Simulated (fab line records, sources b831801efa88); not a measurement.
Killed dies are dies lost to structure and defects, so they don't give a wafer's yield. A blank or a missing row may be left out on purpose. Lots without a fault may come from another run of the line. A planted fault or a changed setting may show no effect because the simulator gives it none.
Tool commonality check | flow gf180mcu | 13 lots, 48 wafers sampled

WHY IT WAS OPENED
At GF_HV_LDD_TW_MEAS_23 the reading HV_LDD_2_TW is flagged on 3 of 13 lots. Wafers without a fault read 1054, standard deviation 14.
Rule: a lot is flagged when every wafer of it that has a number lies more than 4 standard deviations from that mean, or none has a number. The other lots count as sound.

lot  | measured     | on            | HV_LDD_2_TW, wafer by wafer | flag
L763 | day 11 00:50 | film_metro-02 | 1072 1068 1063              |
L765 | day 11 14:16 | film_metro-02 | 1064 1070 1063              |
L767 | day 12 04:47 | film_metro-03 | 1064 1063 1059              |
L769 | day 12 20:38 | film_metro-04 | 1042 1039 1039              |
L770 | day 13 01:45 | film_metro-04 | 1040 1041 1041              |
L771 | day 13 07:37 | film_metro-02 | 1064 1074 1066              |
L772 | day 13 12:23 | film_metro-04 | 1039 1040 1033              |
L774 | day 14 04:26 | film_metro-04 | 1041 1046 1047              |
L778 | day 15 17:06 | film_metro-02 | 979 975 982 979 978 980     | FLAGGED
L780 | day 16 06:48 | film_metro-04 | 955 954 956 961 952 954     | FLAGGED
L781 | day 16 12:23 | film_metro-04 | 953 951 952 954 949 945     | FLAGGED
L782 | day 16 20:35 | film_metro-03 | 1070 1064 1068              |
L786 | day 18 08:16 | film_metro-03 | 1065 1064 1063              |
The numbers of the flagged lots are 962 on average: -92 against the usual, or -7 standard deviations.

WHICH TOOL RAN EACH LOT
The record holds 1 process step before the reading, out of a route of 602 steps. In each cell: the tool, then ch and the chambers that the sampled wafers went through, then the start.
lot  | flag    | GF_HV_LDD_IMPLANT_21
L763 |         | implanter-02 ch 0, day 11 00:35
L765 |         | implanter-04 ch 0, day 11 14:01
L767 |         | implanter-02 ch 0, day 12 04:34
L769 |         | implanter-02 ch 0, day 12 20:25
L770 |         | implanter-03 ch 0, day 13 01:31
L771 |         | implanter-04 ch 0, day 13 07:22
L772 |         | implanter-02 ch 0, day 13 12:11
L774 |         | implanter-02 ch 0, day 14 04:11
L778 | FLAGGED | implanter-04 ch 0, day 15 16:52
L780 | FLAGGED | implanter-04 ch 0, day 16 06:35
L781 | FLAGGED | implanter-04 ch 0, day 16 12:08
L782 |         | implanter-02 ch 0, day 16 20:22
L786 |         | implanter-02 ch 0, day 18 08:02
What these steps do:
- GF_HV_LDD_IMPLANT_21
- GF_HV_LDD_TW_MEAS_23

FLAGGED OVER TOTAL, TOOL BY TOOL (the gauges that took the reading come last)
step                 | tool          | lots run | flagged | share of the flagged lots | sound lots run after its first flagged lot
GF_HV_LDD_IMPLANT_21 | implanter-02  | 7        | 0       | none                      | -
GF_HV_LDD_IMPLANT_21 | implanter-03  | 1        | 0       | none                      | -
GF_HV_LDD_IMPLANT_21 | implanter-04  | 5        | 3       | all                       | 0
GF_HV_LDD_TW_MEAS_23 | film_metro-02 | 4        | 1       | some                      | 0
GF_HV_LDD_TW_MEAS_23 | film_metro-03 | 3        | 0       | none                      | -
GF_HV_LDD_TW_MEAS_23 | film_metro-04 | 6        | 2       | some                      | 0

WHAT THE TABLE ALLOWS
1 row of the table ran every flagged lot: implanter-04 at GF_HV_LDD_IMPLANT_21.
- implanter-04 at GF_HV_LDD_IMPLANT_21: 3 of its 5 lots flagged. Its last sound lot is L771 (day 13 07:22), its first flagged lot L778 (day 15 16:52): a fault that began between those two fits. Its own readings lie more than 4 standard deviations out on every wafer of the flagged lots: dose_ions_cm2, faraday_current_uA.
One tool is left: implanter-04 at GF_HV_LDD_IMPLANT_21.

WHAT THE SIMULATOR HAD PUT IN
Process parameter drift: implanter-04, from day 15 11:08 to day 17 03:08, at GF_HV_LDD_IMPLANT_21. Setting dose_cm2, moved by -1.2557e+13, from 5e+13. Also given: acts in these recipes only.
Lots struck among those shown: L778, L780, L781. The rule above found the same.
